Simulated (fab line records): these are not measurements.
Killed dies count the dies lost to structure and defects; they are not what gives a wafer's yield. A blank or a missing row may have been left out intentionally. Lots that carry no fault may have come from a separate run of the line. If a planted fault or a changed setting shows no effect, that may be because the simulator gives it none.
Struck lot and sound lot, side by side | flow sky130 | 23 steps out of a route of 708
Sound: the wafers L782.1, L782.3, L782.6. Struck: wafers L799.1, L799.3, L799.4. The cause comes at the end.
At each step with rows: each side's tool, then ch and its chambers, then its first start. Under that, the readings that differ: sound wafers | struck wafers | difference of the means | sigmas: that difference in standard deviations of wafers without a fault.
alike: words and numbers the same on both sides, and readings whose means are apart by under 2 such deviations; not compared: readings that were withheld, readings missing a value for some wafer, numbers with overlapping values and no deviation given by the record, and bounds like >300 which may hide the same value.
Wherever a step has rows on one side only, a row that says differs or no value, or a row with sigmas, the two part there. Numbers that have no deviation but don't overlap get no sigmas and don't part them. A reading missing from all wafers of one side parts the sides only when that side holds two or more wafers.

first, 1 step without rows for these wafers: SKY_CAPM_DEVELOP_11 (develop time 60 s).
SKY_CAPM_OVL_MEAS_12:
  struck on overlay-02, day 43 12:47; sound on overlay-02, day 38 13:02
  alike: CAPM_OVL
SKY_CAPM_METAL_ETCH_13: etches TiN in Cl2/BCl3, stops on SiO2, target depth 220 nm, time 62.9 s.
  sound on rie_metal-01 ch 0,1, day 38 13:04; struck on rie_metal-02 ch 0,1, day 43 12:49
  reading                     | sound          | struck         | difference | sigmas
  drypump_motor_current_A (A) | 5.25 5.24 5.17 | 5.73 5.71 5.78 | +0.52      | +2
  alike: mfc_cl2_sccm, oes_product_au, throttle_valve_pct
  not compared: rf_hours_counter_h
SKY_CAPM_STRIP_14: strips in O2/N2.
  sound on plasma_asher-02 ch 0,1, day 38 13:08; struck on plasma_asher-01 ch 0,1, day 43 12:54
  alike: drypump_motor_current_A, o2_flow_sccm, oes_product_au, strip_time_to_endpoint_s
  not compared: rf_hours_counter_h
then, 8 steps without rows for these wafers: SKY_CAPM_STRIP_15 (strips in post etch residue remover, time 1200 s); SKY_CAPM_CLEAN_16 (cleans in IPA, time 180 s); SKY_CAPM_CLEAN_17 (cleans in O3/DIW); SKY_METAL3_DEHYDRATE_05 (time 60 s); SKY_METAL3_HMDS_06 (prime time 60 s); SKY_METAL3_COAT_07 (resist thk 60 nm); SKY_METAL3_COAT_08 (resist thk 1140 nm); SKY_METAL3_SOFTBAKE_09 (time 90 s).
SKY_METAL3_EXPOSE_10: exposes mask MM3, target cd 300 nm.
  sound on krf_scanner-01 ch 0, day 39 02:28; struck on krf_scanner-02 ch 0, day 44 01:34
  alike: mask
after that, 1 step had no rows for these wafers: SKY_METAL3_PEB_11.
SKY_METAL3_DEVELOP_12: develop time 57.95 s.
  sound: litho_track-04 ch 0; struck: litho_track-02 ch 0
  reading                 | sound           | struck            | difference | sigmas
  model.METAL3.cd_nm (nm) | 298.8 299.4 299 | 254.5 267.2 244.1 | -43.8      |
  alike: resist_line_temp_C
SKY_METAL3_CD_MEAS_13: the cd target is 300 nm.
  struck on cd_sem-01, day 44 11:50; sound on cd_sem-02, day 39 14:40
  reading    | sound             | struck            | difference | sigmas
  cd_nm (nm) | 298.9 299.4 299.1 | 254.4 267.4 244.2 | -43.8      | -31
SKY_METAL3_OVL_MEAS_14:
  struck on overlay-01, day 44 11:57; sound on overlay-01, day 39 14:47
  alike: METAL3_OVL
SKY_METAL3_DESCUM_15: chemistry O2, time 8 s.
  sound on rie_metal-02 ch 0,1, day 39 14:49; struck on rie_metal-02 ch 0,1, day 44 11:59
  alike: drypump_motor_current_A, oes_product_au
  not compared: rf_hours_counter_h
then, 1 step without rows for these wafers: SKY_METAL3_ETCH_16 (etches BARC in N2/H2, stops on SiO2, time 88.2 s, target depth 60 nm).
SKY_METAL3_ETCH_17: etches SiO2 in C4F8/O2/Ar, stops on TiN, time 3.9 s, target depth 15 nm.
  sound on rie_diel-04 ch 1,2,3, day 39 14:57; struck on rie_diel-02 ch 0,1,3, day 44 12:07
  alike: oes_product_au
  not compared: rf_hours_counter_h
SKY_METAL3_METAL_ETCH_18: etches the open film in Cl2/BCl3, stops on SiO2, target depth 845 nm, time 183.1 s.
  sound on rie_metal-03 ch 0, day 39 14:58; struck on rie_metal-03 ch 0,1, day 44 12:08
  reading                 | sound             | struck            | difference | sigmas
  model.METAL3.cd_nm (nm) | 299.6 296.2 296.9 | 251.7 262.5 240.3 | -46.1      |
  alike: drypump_motor_current_A, mfc_cl2_sccm, oes_product_au, throttle_valve_pct
  not compared: rf_hours_counter_h
SKY_METAL3_STRIP_19: strips in O2/N2.
  sound on plasma_asher-03 ch 1, day 39 15:09; struck on plasma_asher-03 ch 0,1, day 44 12:19
  alike: drypump_motor_current_A, o2_flow_sccm, oes_product_au, strip_time_to_endpoint_s
  not compared: rf_hours_counter_h
SKY_PAD_OPEN_PROBE_99:
  rows exist in the record for the sound wafers here (prober-02, day 46 16:17), none for the struck ones

== WHERE THEY PART ==
At SKY_CAPM_METAL_ETCH_13 first; at SKY_PAD_OPEN_PROBE_99 last (within this record only).

WHY: what had been put in by the simulator
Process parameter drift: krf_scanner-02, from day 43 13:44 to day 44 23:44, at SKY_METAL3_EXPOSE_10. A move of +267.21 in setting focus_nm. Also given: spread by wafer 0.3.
